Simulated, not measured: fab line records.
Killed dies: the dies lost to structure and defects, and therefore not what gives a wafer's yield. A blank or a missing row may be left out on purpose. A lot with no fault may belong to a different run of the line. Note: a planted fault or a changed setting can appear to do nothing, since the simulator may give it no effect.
Which tool was responsible? || flow gf180mcu || 72 wafers from 24 lots sampled at 2 of the route's 602 steps

== WHAT EACH GAUGE READ, for each wafer ==
GF_V1_RS_MEAS_24: the measuring method here is four-point-probe. Usual: V1_W_RS typically reads 0.328 ohm/sq, with standard deviation 0.0037.
{"lot": "L074", "measured": "day 18 02:39", "on": "film_metro-02", "V1_W_RS (ohm/sq)": "0.336 0.332 0.332", "flag": ""}
{"lot": "L075", "measured": "day 18 10:31", "on": "film_metro-02", "V1_W_RS (ohm/sq)": "0.326 0.324 0.326", "flag": ""}
{"lot": "L076", "measured": "day 19 02:14", "on": "film_metro-03", "V1_W_RS (ohm/sq)": "0.325 0.330 0.323", "flag": ""}
{"lot": "L077", "measured": "day 19 07:19", "on": "film_metro-02", "V1_W_RS (ohm/sq)": "0.326 0.323 0.331", "flag": ""}
{"lot": "L078", "measured": "day 19 17:53", "on": "film_metro-03", "V1_W_RS (ohm/sq)": "0.327 0.327 0.324", "flag": ""}
{"lot": "L079", "measured": "day 20 04:59", "on": "film_metro-02", "V1_W_RS (ohm/sq)": "0.337 0.329 0.337", "flag": ""}
{"lot": "L080", "measured": "day 20 07:29", "on": "film_metro-02", "V1_W_RS (ohm/sq)": "0.330 0.328 0.324", "flag": ""}
{"lot": "L081", "measured": "day 21 01:57", "on": "film_metro-01", "V1_W_RS (ohm/sq)": "0.329 0.330 0.324", "flag": ""}
{"lot": "L082", "measured": "day 21 04:11", "on": "film_metro-02", "V1_W_RS (ohm/sq)": "0.325 0.326 0.323", "flag": ""}
{"lot": "L083", "measured": "day 21 11:49", "on": "film_metro-02", "V1_W_RS (ohm/sq)": "0.326 0.326 0.328", "flag": ""}
{"lot": "L084", "measured": "day 22 02:46", "on": "film_metro-02", "V1_W_RS (ohm/sq)": "0.328 0.330 0.328", "flag": ""}
{"lot": "L085", "measured": "day 22 11:32", "on": "film_metro-02", "V1_W_RS (ohm/sq)": "0.329 0.331 0.329", "flag": ""}
{"lot": "L086", "measured": "day 22 17:19", "on": "film_metro-02", "V1_W_RS (ohm/sq)": "0.326 0.325 0.328", "flag": ""}
{"lot": "L087", "measured": "day 22 20:40", "on": "film_metro-03", "V1_W_RS (ohm/sq)": "0.324 0.328 0.327", "flag": ""}
{"lot": "L088", "measured": "day 23 10:10", "on": "film_metro-01", "V1_W_RS (ohm/sq)": "0.330 0.329 0.332", "flag": ""}
{"lot": "L089", "measured": "day 23 17:35", "on": "film_metro-03", "V1_W_RS (ohm/sq)": "0.329 0.332 0.333", "flag": ""}
{"lot": "L090", "measured": "day 24 02:58", "on": "film_metro-02", "V1_W_RS (ohm/sq)": "0.327 0.321 0.326", "flag": ""}
{"lot": "L091", "measured": "day 24 08:50", "on": "film_metro-01", "V1_W_RS (ohm/sq)": "0.327 0.327 0.325", "flag": ""}
{"lot": "L092", "measured": "day 24 16:05", "on": "film_metro-03", "V1_W_RS (ohm/sq)": "0.333 0.331 0.333", "flag": ""}
{"lot": "L093", "measured": "day 24 22:44", "on": "film_metro-03", "V1_W_RS (ohm/sq)": "0.328 0.325 0.329", "flag": ""}
{"lot": "L094", "measured": "day 25 10:01", "on": "film_metro-03", "V1_W_RS (ohm/sq)": "0.330 0.331 0.329", "flag": ""}
{"lot": "L095", "measured": "day 25 12:29", "on": "film_metro-02", "V1_W_RS (ohm/sq)": "0.329 0.333 0.331", "flag": ""}
{"lot": "L096", "measured": "day 25 20:13", "on": "film_metro-02", "V1_W_RS (ohm/sq)": "0.336 0.334 0.334", "flag": ""}
{"lot": "L097", "measured": "day 26 12:41", "on": "film_metro-03", "V1_W_RS (ohm/sq)": "0.328 0.327 0.319", "flag": ""}

== WHICH TOOL RAN EACH LOT (tool, then ch and the chambers of the sampled wafers, then the start) ==
{"lot": "L074", "GF_M1_METAL_ETCH_16": "rie_metal-02 ch 0,1, day 17 00:52"}
{"lot": "L075", "GF_M1_METAL_ETCH_16": "rie_metal-03 ch 0,1, day 17 08:30"}
{"lot": "L076", "GF_M1_METAL_ETCH_16": "rie_metal-03 ch 0,1, day 17 23:49"}
{"lot": "L077", "GF_M1_METAL_ETCH_16": "rie_metal-03 ch 0,1, day 18 04:45"}
{"lot": "L078", "GF_M1_METAL_ETCH_16": "rie_metal-04 ch 0,1, day 18 15:04"}
{"lot": "L079", "GF_M1_METAL_ETCH_16": "rie_metal-04 ch 0,1, day 19 02:06"}
{"lot": "L080", "GF_M1_METAL_ETCH_16": "rie_metal-03 ch 0,1, day 19 04:08"}
{"lot": "L081", "GF_M1_METAL_ETCH_16": "rie_metal-04 ch 0,1, day 19 23:37"}
{"lot": "L082", "GF_M1_METAL_ETCH_16": "rie_metal-03 ch 0,1, day 20 01:48"}
{"lot": "L083", "GF_M1_METAL_ETCH_16": "rie_metal-02 ch 1, day 20 09:31"}
{"lot": "L084", "GF_M1_METAL_ETCH_16": "rie_metal-02 ch 1, day 21 00:25"}
{"lot": "L085", "GF_M1_METAL_ETCH_16": "rie_metal-03 ch 0,1, day 21 09:59"}
{"lot": "L086", "GF_M1_METAL_ETCH_16": "rie_metal-02 ch 0,1, day 21 15:36"}
{"lot": "L087", "GF_M1_METAL_ETCH_16": "rie_metal-04 ch 0,1, day 21 18:58"}
{"lot": "L088", "GF_M1_METAL_ETCH_16": "rie_metal-04 ch 0,1, day 22 08:46"}
{"lot": "L089", "GF_M1_METAL_ETCH_16": "rie_metal-04 ch 0,1, day 22 16:47"}
{"lot": "L090", "GF_M1_METAL_ETCH_16": "rie_metal-03 ch 0,1, day 23 02:13"}
{"lot": "L091", "GF_M1_METAL_ETCH_16": "rie_metal-02 ch 0,1, day 23 08:01"}
{"lot": "L092", "GF_M1_METAL_ETCH_16": "rie_metal-02 ch 0,1, day 23 15:16"}
{"lot": "L093", "GF_M1_METAL_ETCH_16": "rie_metal-03 ch 0,1, day 23 22:53"}
{"lot": "L094", "GF_M1_METAL_ETCH_16": "rie_metal-02 ch 0,1, day 24 10:12"}
{"lot": "L095", "GF_M1_METAL_ETCH_16": "rie_metal-02 ch 1, day 24 12:44"}
{"lot": "L096", "GF_M1_METAL_ETCH_16": "rie_metal-03 ch 1, day 24 20:18"}
{"lot": "L097", "GF_M1_METAL_ETCH_16": "rie_metal-03 ch 0, day 25 13:13"}
- GF_M1_METAL_ETCH_16: etches the open film in Cl2/BCl3, stops on SiO2, target depth 750.8 nm, time 125.1 s.

== WHAT THE TOOLS THEMSELVES READ (means of the sampled wafers that have a number; where no wafer has one, the mark that the record gives instead) ==
GF_M1_METAL_ETCH_16. Usual: drypump_motor_current_A 5.7 A, standard deviation 0.5; he_backside_leak_sccm 3.17 sccm, standard deviation 0.12; oes_product_au 0.991 a.u., standard deviation 0.0063; throttle_valve_pct 28.230 %, standard deviation 0.011.
{"lot": "L074", "tool": "rie_metal-02", "drypump_motor_current_A (A)": 6.0, "he_backside_leak_sccm (sccm)": 3.28, "oes_product_au (a.u.)": 0.991, "throttle_valve_pct (%)": 28.225, "flag": ""}
{"lot": "L075", "tool": "rie_metal-03", "drypump_motor_current_A (A)": 5.4, "he_backside_leak_sccm (sccm)": 3.13, "oes_product_au (a.u.)": 0.994, "throttle_valve_pct (%)": 28.222, "flag": ""}
{"lot": "L076", "tool": "rie_metal-03", "drypump_motor_current_A (A)": 5.7, "he_backside_leak_sccm (sccm)": 3.15, "oes_product_au (a.u.)": 0.992, "throttle_valve_pct (%)": 28.231, "flag": ""}
{"lot": "L077", "tool": "rie_metal-03", "drypump_motor_current_A (A)": 5.4, "he_backside_leak_sccm (sccm)": 2.98, "oes_product_au (a.u.)": 0.997, "throttle_valve_pct (%)": 28.227, "flag": ""}
{"lot": "L078", "tool": "rie_metal-04", "drypump_motor_current_A (A)": 5.4, "he_backside_leak_sccm (sccm)": 3.20, "oes_product_au (a.u.)": 0.987, "throttle_valve_pct (%)": 28.235, "flag": ""}
{"lot": "L079", "tool": "rie_metal-04", "drypump_motor_current_A (A)": 5.4, "he_backside_leak_sccm (sccm)": 3.25, "oes_product_au (a.u.)": 0.991, "throttle_valve_pct (%)": 28.235, "flag": ""}
{"lot": "L080", "tool": "rie_metal-03", "drypump_motor_current_A (A)": 5.4, "he_backside_leak_sccm (sccm)": 3.02, "oes_product_au (a.u.)": 0.990, "throttle_valve_pct (%)": 28.225, "flag": ""}
{"lot": "L081", "tool": "rie_metal-04", "drypump_motor_current_A (A)": 5.4, "he_backside_leak_sccm (sccm)": 3.18, "oes_product_au (a.u.)": 0.987, "throttle_valve_pct (%)": 28.226, "flag": ""}
{"lot": "L082", "tool": "rie_metal-03", "drypump_motor_current_A (A)": 5.7, "he_backside_leak_sccm (sccm)": 3.13, "oes_product_au (a.u.)": 0.994, "throttle_valve_pct (%)": 28.225, "flag": ""}
{"lot": "L083", "tool": "rie_metal-02", "drypump_motor_current_A (A)": 5.7, "he_backside_leak_sccm (sccm)": 3.24, "oes_product_au (a.u.)": 0.986, "throttle_valve_pct (%)": 28.231, "flag": ""}
{"lot": "L084", "tool": "rie_metal-02", "drypump_motor_current_A (A)": 5.7, "he_backside_leak_sccm (sccm)": 3.15, "oes_product_au (a.u.)": 0.989, "throttle_valve_pct (%)": 28.231, "flag": ""}
{"lot": "L085", "tool": "rie_metal-03", "drypump_motor_current_A (A)": 5.7, "he_backside_leak_sccm (sccm)": 3.15, "oes_product_au (a.u.)": 0.988, "throttle_valve_pct (%)": 28.232, "flag": ""}
{"lot": "L086", "tool": "rie_metal-02", "drypump_motor_current_A (A)": 6.0, "he_backside_leak_sccm (sccm)": 3.33, "oes_product_au (a.u.)": 0.989, "throttle_valve_pct (%)": 28.240, "flag": ""}
{"lot": "L087", "tool": "rie_metal-04", "drypump_motor_current_A (A)": 5.4, "he_backside_leak_sccm (sccm)": 3.21, "oes_product_au (a.u.)": 0.989, "throttle_valve_pct (%)": 28.227, "flag": ""}
{"lot": "L088", "tool": "rie_metal-04", "drypump_motor_current_A (A)": 5.4, "he_backside_leak_sccm (sccm)": 3.17, "oes_product_au (a.u.)": 0.988, "throttle_valve_pct (%)": 28.234, "flag": ""}
{"lot": "L089", "tool": "rie_metal-04", "drypump_motor_current_A (A)": 5.8, "he_backside_leak_sccm (sccm)": 3.20, "oes_product_au (a.u.)": 0.998, "throttle_valve_pct (%)": 28.224, "flag": ""}
{"lot": "L090", "tool": "rie_metal-03", "drypump_motor_current_A (A)": 5.7, "he_backside_leak_sccm (sccm)": 3.14, "oes_product_au (a.u.)": 0.996, "throttle_valve_pct (%)": 28.222, "flag": ""}
{"lot": "L091", "tool": "rie_metal-02", "drypump_motor_current_A (A)": 6.2, "he_backside_leak_sccm (sccm)": 3.28, "oes_product_au (a.u.)": 0.993, "throttle_valve_pct (%)": 28.226, "flag": ""}
{"lot": "L092", "tool": "rie_metal-02", "drypump_motor_current_A (A)": 6.0, "he_backside_leak_sccm (sccm)": 3.24, "oes_product_au (a.u.)": 0.984, "throttle_valve_pct (%)": 28.235, "flag": ""}
{"lot": "L093", "tool": "rie_metal-03", "drypump_motor_current_A (A)": 5.7, "he_backside_leak_sccm (sccm)": 3.17, "oes_product_au (a.u.)": 0.994, "throttle_valve_pct (%)": 28.233, "flag": ""}
{"lot": "L094", "tool": "rie_metal-02", "drypump_motor_current_A (A)": 6.3, "he_backside_leak_sccm (sccm)": 3.21, "oes_product_au (a.u.)": 0.992, "throttle_valve_pct (%)": 28.231, "flag": ""}
{"lot": "L095", "tool": "rie_metal-02", "drypump_motor_current_A (A)": 5.7, "he_backside_leak_sccm (sccm)": 3.07, "oes_product_au (a.u.)": 0.980, "throttle_valve_pct (%)": 28.244, "flag": ""}
{"lot": "L096", "tool": "rie_metal-03", "drypump_motor_current_A (A)": 6.0, "he_backside_leak_sccm (sccm)": 3.26, "oes_product_au (a.u.)": 0.991, "throttle_valve_pct (%)": 28.225, "flag": ""}
{"lot": "L097", "tool": "rie_metal-03", "drypump_motor_current_A (A)": 5.1, "he_backside_leak_sccm (sccm)": 3.22, "oes_product_au (a.u.)": 0.995, "throttle_valve_pct (%)": 28.223, "flag": ""}

== THE ANSWER, worked out from the rows above alone ==
Rule: a lot is off if the mean of its wafers that have a number lies more than 3 standard deviations from the usual mean. A lot without any number at a reading at which 4 lots or more have one is off too. Any other lot the step has rows for is counted as sound. The gauges are gone through in route order, then the tools' own readings, and for those a lot's mean is taken as printed above. At the first step where some lot is off, the reading lying furthest off is the one used; lots without a number count as furthest.
None of the lots is off at any reading shown; this tells nothing.

== WHAT WAS PUT IN BY THE SIMULATOR ==
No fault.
